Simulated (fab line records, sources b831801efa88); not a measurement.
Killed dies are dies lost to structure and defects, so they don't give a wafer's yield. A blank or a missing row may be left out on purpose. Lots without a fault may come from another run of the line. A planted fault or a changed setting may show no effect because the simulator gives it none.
Which tool did it? | flow sky130 | 13 lots, 39 wafers sampled, at 5 steps of a route of 708

WHAT THE GAUGES READ, wafer by wafer
SKY_FIELD_ISO_THK_MEAS_02.
lot  | measured    | on            | FIELD_ISO_OXIDATION_00_THK (nm)
L425 | day 1 17:35 | film_metro-01 | 11.90 12.21 12.10
L426 | day 1 23:00 | film_metro-01 | 12.09 12.23 11.91
L428 | day 2 08:39 | film_metro-04 | 11.52 11.52 11.64
L429 | day 2 12:38 | film_metro-04 | 11.95 12.28 11.94
L430 | day 2 17:38 | film_metro-02 | 12.02 12.03 11.90
L431 | day 2 23:22 | film_metro-01 | 11.81 12.06 12.09
L432 | day 3 04:46 | film_metro-02 | 11.63 11.71 11.83
L433 | day 3 09:19 | film_metro-02 | 12.07 12.30 11.95
L434 | day 3 13:42 | film_metro-04 | 12.04 11.92 12.12
L440 | day 4 21:25 | film_metro-04 | 12.04 12.16 12.20
L441 | day 5 01:36 | film_metro-04 | 12.00 12.10 12.08
L444 | day 5 15:38 | film_metro-02 | 11.79 11.89 12.05
L446 | day 6 02:01 | film_metro-04 | 11.77 11.86 11.85

SKY_FIELD_ISO_THK_MEAS_23.
lot  | measured    | on            | FIELD_ISO_OXIDATION_01_THK (nm)
L425 | day 2 12:40 | film_metro-02 | 10.01 9.88 9.96
L426 | day 2 21:52 | film_metro-01 | 9.88 9.93 10.02
L428 | day 3 05:56 | film_metro-01 | 10.07 9.98 10.13
L429 | day 3 08:32 | film_metro-02 | 10.17 9.92 10.12
L430 | day 3 14:52 | film_metro-02 | 9.87 9.84 9.78
L431 | day 3 19:49 | film_metro-02 | 9.90 9.89 9.86
L432 | day 4 02:05 | film_metro-01 | 10.07 9.97 10.10
L433 | day 4 07:18 | film_metro-01 | 9.81 9.91 9.83
L434 | day 4 11:32 | film_metro-02 | 10.12 10.00 10.26
L440 | day 5 21:16 | film_metro-02 | 10.07 10.02 10.03
L441 | day 6 02:27 | film_metro-02 | 10.26 10.40 10.45
L444 | day 6 15:26 | film_metro-04 | 10.20 10.16 10.05
L446 | day 7 00:23 | film_metro-01 | 10.05 9.87 9.80

SKY_PWDE_OVL_MEAS_07.
lot  | measured    | on         | PWDE_OVL (nm)
L425 | day 4 02:05 | overlay-01 | 3.8 3.4 2.9
L426 | day 4 11:17 | overlay-01 | -1.9 -2.4 -1.8
L428 | day 4 20:26 | overlay-02 | 4.6 3.3 3.7
L429 | day 4 23:21 | overlay-02 | 0.6 -0.6 0.1
L430 | day 5 04:38 | overlay-01 | 0.6 0.8 0.4
L431 | day 5 11:29 | overlay-01 | 1.3 0.1 1.1
L432 | day 5 18:00 | overlay-01 | 0.3 -0.2 0.2
L433 | day 6 00:03 | overlay-02 | 0.2 0.0 -0.3
L434 | day 6 08:56 | overlay-01 | -1.5 -2.8 -1.6
L440 | day 7 17:02 | overlay-01 | -2.4 0.4 -1.1
L441 | day 7 21:57 | overlay-01 | 1.0 0.5 -0.1
L444 | day 8 13:30 | overlay-01 | -1.2 -2.5 -2.1
L446 | day 9 00:02 | overlay-01 | 1.8 1.4 3.2

SKY_NWELL_RS_MEAS_31: measures by four-point-probe.
lot  | measured     | on            | PWDE_RS (ohm/sq)
L425 | day 5 13:47  | film_metro-02 | 5281 5254 5273
L426 | day 6 00:13  | film_metro-04 | 5258 5266 5263
L428 | day 6 09:59  | film_metro-03 | 5253 5274 5257
L429 | day 6 13:29  | film_metro-04 | 5266 5275 5279
L430 | day 6 18:59  | film_metro-03 | 5271 5275 5291
L431 | day 7 02:40  | film_metro-04 | 5312 5301 5301
L432 | day 7 09:37  | film_metro-04 | 5259 5265 5267
L433 | day 7 16:16  | film_metro-03 | 5272 5258 5276
L434 | day 8 02:10  | film_metro-04 | 5251 5249 5269
L440 | day 9 13:03  | film_metro-04 | 5344 5327 5345
L441 | day 9 18:12  | film_metro-03 | 5382 5378 5357
L444 | day 10 10:59 | film_metro-03 | 5253 5245 5251
L446 | day 10 20:17 | film_metro-04 | 5277 5297 5302

WHICH TOOL RAN EACH LOT (tool, then ch and the chambers of the sampled wafers, then the start)
lot  | SKY_PWDE_IMPLANT_08
L425 | implanter-03 ch 0, day 4 02:07
L426 | implanter-02 ch 0, day 4 11:19
L428 | implanter-02 ch 0, day 4 20:28
L429 | implanter-02 ch 0, day 4 23:23
L430 | implanter-04 ch 0, day 5 04:40
L431 | implanter-03 ch 0, day 5 11:31
L432 | implanter-02 ch 0, day 5 18:02
L433 | implanter-04 ch 0, day 6 00:05
L434 | implanter-03 ch 0, day 6 09:00
L440 | implanter-04 ch 0, day 7 17:06
L441 | implanter-04 ch 0, day 7 22:01
L444 | implanter-02 ch 0, day 8 13:32
L446 | implanter-03 ch 0, day 9 00:05
- SKY_PWDE_IMPLANT_08

WHAT THE TOOLS THEMSELVES READ (means of the sampled wafers that have a number; where no wafer has one, the mark that the record gives instead)
SKY_PWDE_IMPLANT_08.
lot  | tool         | dose_ions_cm2
L425 | implanter-03 | 3.6e+12
L426 | implanter-02 | 3.6e+12
L428 | implanter-02 | 3.6e+12
L429 | implanter-02 | 3.6e+12
L430 | implanter-04 | 3.6e+12
L431 | implanter-03 | 3.6e+12
L432 | implanter-02 | 3.6e+12
L433 | implanter-04 | 3.6e+12
L434 | implanter-03 | 3.6e+12
L440 | implanter-04 | 3.5e+12
L441 | implanter-04 | 3.5e+12
L444 | implanter-02 | 3.6e+12
L446 | implanter-03 | 3.6e+12

THE ANSWER, worked out from the rows above alone
Rule: what is usual is taken from the lots themselves. Put in order of their means at a reading, lots are off if they are a third of the lots or fewer, leave a main group of 4 or more, and stand apart from it by a gap of 3 or more times the standard deviation of the main group's means; of several such gaps the widest counts. A main group whose means are all the same, to the digits that the tables above print for the reading, isn't used. A lot without any number at a reading at which 4 lots or more have one is off too. The other lots that the step has rows for count as sound. The gauges are gone through in route order, then the tools' own readings, and for those a lot's mean is taken as printed above. The first step at which some lot is off is used, and at that step the reading that is off furthest; a lot without a number counts as furthest.
No lot is off at any reading shown: from this, nothing can be told.

WHAT THE SIMULATOR HAD PUT IN
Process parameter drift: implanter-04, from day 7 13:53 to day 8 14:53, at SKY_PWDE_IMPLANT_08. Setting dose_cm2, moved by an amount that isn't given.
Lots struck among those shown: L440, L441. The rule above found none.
